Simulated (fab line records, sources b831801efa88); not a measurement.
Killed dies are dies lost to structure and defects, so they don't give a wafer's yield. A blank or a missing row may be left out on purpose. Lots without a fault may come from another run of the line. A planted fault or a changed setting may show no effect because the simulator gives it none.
fab line records | flow sky130
record lots=14 wafers=41 last_day=50
route steps=708 shown METAL1@435 VIA1@469
lots that met no fault: from a run of the same line without faults
start_h: hours from the record's first day to the start of the lot's first wafer shown | wait_h: hours since the lot's step before | " the same as in the row above | L1.1+2: a row that stands for several wafers | - no value, or no start given | * or withheld: withheld | < > ~ a bound
route shown NAME@n: a module of which the file shows steps, and the number in the route of the first | usual: mean/standard deviation of fault-free wafers | same: alike in all rows | chamber/n: place in a boat | sites: the reading at each site | _std_site: their standard deviation | _edge_site: outer sites' mean less inner sites' | radius_mm: how far each site lies from the wafer's centre | mask NAME#n: copy n | behind: the tool/chamber that last shaped the wafer | hold: why the lot was held/for how many hours/how that ended | device: the transistor (n, p or np) that didn't switch | end of line: the same wafers' tests at the end of the route | a step without rows: its recipe alone | killed: dies lost to structure and defects at the first sort, not the wafer's yield | map: a wafer's dies, x killed, . not, _ none there
set.NAME: the setting as run; set.NAME@STEP: as run at that earlier step | model.NAME: the simulator's own value behind a step, which no gauge read
steps of the route over a sample of lots; a table a step, a row a wafer
services: from which hour (start_h, from the record's first day; less than 0 if before it) a tool's chamber was out of use, for how many hours, and why
## steps
# step SKY_METAL1_SPUTTER_01
# recipe material=TiN target_thk_nm=20 power_w=6500 time_s=16.7 chamber_pressure_pa=0.4
# usual throttle_valve_pct=29.8/0.79
# columns lot.wafer tool chamber start_h wait_h throttle_valve_pct
L439.1 pvd_sputter-04 - 748.02 0.0 30.9
L439.2 " - " " 29.0
L439.5 " - " " 29.1
L440.2 pvd_sputter-03 - 750.07 0.0 29.0
L440.3 " - " " 29.1
L440.5 " - " " 29.7
L441.1 pvd_sputter-04 - 761.66 0.0 30.1
L441.4 " - " " 29.1
L441.5 " - " " 29.3
L443.1 pvd_sputter-02 - 791.62 0.0 31.2
L443.2 " - " " 30.3
L443.6 " - " " 28.8
L444.2 pvd_sputter-03 - 793.87 0.0 29.7
L444.3 " - " " 29.0
L444.6 " - " " 29.9
L445.1 pvd_sputter-04 - 796.29 0.0 29.0
L445.4 " - " " 30.8
L445.6 " - " " 30.9
L447.1 pvd_sputter-04 - 824.93 0.0 29.1
L447.2 " - " " 30.1
L447.5 " - " " 30.1
L448.2 pvd_sputter-02 - 827.81 0.0 31.3
L448.4 " - " " 28.7
L448.6 " - " " 31.1
L451.1 pvd_sputter-03 - 848.92 0.0 29.9
L451.4 " - " " 29.1
L455.1 pvd_sputter-04 - 878.78 0.0 29.4
L455.3 " - " " 30.3
L455.4 " - " " 29.0
L457.1 pvd_sputter-04 - 881.69 0.0 30.6
L457.2 " - " " 30.0
L457.4 " - " " 29.0
L460.3 pvd_sputter-03 - 908.77 0.0 29.0
L460.4 " - " " 29.0
L460.5 " - " " 29.6
L459.3 pvd_sputter-02 - 909.07 0.0 31.2
L459.4 " - " " 28.8
L459.5 " - " " 30.7
L461.2 pvd_sputter-02 - 911.70 0.0 30.3
L461.3 " - " " 28.7
L461.4 " - " " 30.7
# step SKY_METAL1_OVL_MEAS_16
# usual METAL1_OVL=4/4.2
# columns lot.wafer tool chamber start_h wait_h METAL1_OVL[nm]
L439.1 overlay-02 - 774.49 0.1 2
L439.2 " - " " -1
L439.5 " - " " -5
L440.2 overlay-02 - 776.69 0.1 4
L440.3 " - " " 4
L440.5 " - " " 2
L441.1 overlay-01 - 788.64 0.1 -3
L441.4 " - " " 2
L441.5 " - " " 2
L443.1 overlay-02 - 818.63 0.1 2
L443.2 " - " " 6
L443.6 " - " " 1
L444.2 overlay-01 - 820.84 0.1 10
L444.3 " - " " 5
L444.6 " - " " 10
L445.1 overlay-02 - 822.80 0.1 1
L445.4 " - " " 5
L445.6 " - " " 10
L447.1 overlay-01 - 851.23 0.1 4
L447.2 " - " " 1
L447.5 " - " " 5
L448.2 overlay-01 - 854.59 0.1 9
L448.4 " - " " 13
L448.6 " - " " 10
L451.1 overlay-02 - 875.09 0.1 0
L451.4 " - " " 3
L455.1 overlay-01 - 904.75 0.1 10
L455.3 " - " " 2
L455.4 " - " " 3
L457.1 overlay-01 - 907.45 0.1 7
L457.2 " - " " -2
L457.4 " - " " 1
L460.3 overlay-02 - 933.84 0.1 7
L460.4 " - " " 0
L460.5 " - " " 10
L459.3 overlay-01 - 934.19 0.1 11
L459.4 " - " " 7
L459.5 " - " " 3
L461.2 overlay-02 - 936.80 0.1 4
L461.3 " - " " 1
L461.4 " - " " 2
# step SKY_VIA1_DEVELOP_11
# recipe develop_time_s=60 resist=KrF-thick dev_temp_c=21
# usual chill_plate_temp_C=22.98/0.11 develop_time_s=60/0
# columns lot.wafer tool chamber start_h wait_h chill_plate_temp_C develop_time_s
L439.1 litho_track-03 0 802 - 22.98 60
L439.2 " 0 " " 22.96 60
L439.5 " 0 " " 23.04 60
L440.2 litho_track-02 0 804 - 22.76 60
L440.3 " 0 " " 22.92 60
L440.5 " 0 " " 22.85 60
L441.1 litho_track-03 0 815 - 22.99 60
L441.4 " 0 " " 22.82 60
L441.5 " 0 " " 22.97 60
L443.1 litho_track-01 0 844 - 23.15 60
L443.2 " 0 " " 23.24 60
L443.6 " 0 845 - 23.05 60
L444.2 litho_track-03 0 848 - 22.82 60
L444.3 " 0 " " 22.89 60
L444.6 " 0 " " 22.85 60
L445.1 litho_track-01 0 850 - 23.00 60
L445.4 " 0 " " 22.89 60
L445.6 " 0 " " 23.10 60
L447.1 litho_track-02 0 878 - 22.96 60
L447.2 " 0 " " 23.24 60
L447.5 " 0 " " 23.17 60
L448.2 litho_track-02 0 880 - 23.08 60
L448.4 " 0 881 - 22.89 60
L448.6 " 0 " " 22.96 60
L451.1 litho_track-02 0 901 - 22.95 60
L451.4 " 0 " " 23.07 60
L455.1 litho_track-03 - 930 - - -
L455.3 " - " " - -
L455.4 " - " " - -
L457.1 litho_track-01 - 933 - - -
L457.2 " - " " - -
L457.4 " - " " - -
L460.3 litho_track-03 0 959 - 23.17 60
L460.4 " 0 " " 23.23 60
L460.5 " 0 " " 23.23 60
L459.3 litho_track-03 0 959 - 22.98 60
L459.4 " 0 " " 23.02 60
L459.5 " 0 " " 22.98 60
L461.2 litho_track-02 0 962 - 22.90 60
L461.3 " 0 " " 22.87 60
L461.4 " 0 " " 22.96 60
# step SKY_VIA1_CMP_24
# recipe stop_on=SiO2 t_overpolish_s=15 down_force_psi=3.5 platen_rpm=60 target_thk_nm=0 pad_velocity_m_s=0.94248
# usual motor_current_A=11.5/0.65 retaining_ring_pressure_frac=1.001/0.0043 slurry_filter_dp_kPa=13.49/0.14
# columns lot.wafer tool chamber start_h wait_h motor_current_A retaining_ring_pressure_frac slurry_filter_dp_kPa
L439.2 cmp-01 0 803.42 0.0 11.1 1.000 13.61
L439.1 " 2 " " 12.5 1.008 13.35
L439.5 " 1 " " 11.4 1.004 13.28
L440.2 cmp-01 2 805.43 0.0 12.6 0.997 13.42
L440.3 " 0 " " 11.2 0.998 13.38
L440.5 " 3 " " 12.2 0.997 13.17
L441.1 cmp-02 0 817.13 0.1 10.5 0.996 13.70
L441.4 " 2 " " 12.1 1.009 13.76
L441.5 " 1 " " 11.1 1.000 13.48
L443.2 cmp-02 0 846.30 0.1 11.2 0.999 13.68
L443.1 " 2 " " 11.4 1.002 13.44
L443.6 " 3 " " 12.4 0.995 13.41
L444.3 cmp-01 3 849.62 0.0 12.1 1.001 13.33
L444.2 " 2 " " 11.9 1.000 13.39
L444.6 " 0 " " 11.0 1.001 13.47
L445.4 cmp-02 2 851.61 0.0 11.9 0.996 13.50
L445.1 " 3 " " 12.3 1.000 13.59
L445.6 " 2 " " 11.2 0.999 13.40
L447.1 cmp-02 2 880.19 0.1 11.7 1.000 13.45
L447.2 " 3 " " 11.5 1.010 13.79
L447.5 " 2 " " 11.6 0.994 13.32
L448.4 cmp-02 0 882.32 0.0 10.0 1.002 13.38
L448.2 " 2 " " 11.8 0.995 13.46
L448.6 " 1 " " 11.2 0.997 13.63
L451.1 cmp-01 1 902.98 0.1 12.0 1.004 13.40
L451.4 " 2 " " 12.0 0.999 13.60
L455.3 cmp-01 1 931.82 0.0 11.3 1.005 13.42
L455.1 " 2 " " 12.0 1.001 13.42
L455.4 " 0 " " 11.9 1.003 13.62
L457.1 cmp-02 1 935.00 0.1 12.2 0.999 13.78
L457.2 " 2 " " 11.2 0.998 13.60
L457.4 " 3 " " 11.9 1.000 13.42
L460.4 cmp-01 2 960.53 0.1 12.4 0.995 13.31
L460.3 " 3 " " 12.5 0.999 13.62
L460.5 " 1 " " 11.6 0.993 13.42
L459.3 cmp-02 2 960.88 0.1 11.3 1.000 13.43
L459.4 " 0 " " 10.2 0.995 13.45
L459.5 " 2 " " 11.6 0.997 13.68
L461.4 cmp-02 2 964.07 0.0 11.3 1.002 13.89
L461.3 " 3 " " 12.2 1.000 13.47
L461.2 " 0 " " 10.3 1.006 13.73
## services
# columns tool chamber start_h hours kind
pvd_sputter-02 - 726.05 57.2 repair
cmp-02 - 728.31 3.6 pm
cmp-02 - 747.22 4.0 pm
cmp-02 - 751.22 - consumable_replace:conditioner
cmp-02 - 751.22 - consumable_replace:pad
cmp-02 - 752.79 2.1 repair
pvd_sputter-04 - 765.51 4.3 repair
cmp-02 - 790.23 0.8 repair
cmp-01 - 854.48 3.1 repair
cmp-01 - 858.35 5.7 pm
cmp-02 - 889.81 1.9 repair
cmp-01 - 912.29 4.0 pm
cmp-02 - 913.94 2.0 repair
cmp-01 - 916.29 - consumable_replace:conditioner
cmp-01 - 916.29 - consumable_replace:pad
pvd_sputter-03 - 924.89 2.9 repair
cmp-02 - 930.03 0.5 repair
cmp-01 - 943.91 1.9 repair
cmp-01 - 951.30 1.7 repair
## key
first_sign step=SKY_VIA1_DEVELOP_11 reading=tool_record direction=missing
effect none on later readings
met_at SKY_VIA1_DEVELOP_11
struck_lots L455,L457
later_rows_left_out L455.1,L455.3,L455.4,L457.1,L457.2,L457.4
sort_left_out L455.1,L455.3,L455.4,L457.1,L457.2,L457.4
not_acting_at SKY_METAL1_SPUTTER_01,SKY_METAL1_OVL_MEAS_16,SKY_VIA1_CMP_24
onset_between 850 930
fault kind=skipped_step_whole tool=litho_track-01,litho_track-03 chamber=- onset_h=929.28 steps=SKY_VIA1_DEVELOP_11 scope=struck_lots_only
# sort_left_out: the simulated sort isn't trusted on such a fault, so these wafers' sort isn't shown, and their yield isn't known
# later_rows_left_out: the simulator's readings of these wafers behind a module that went badly wrong aren't trusted and aren't shown, but for the sort
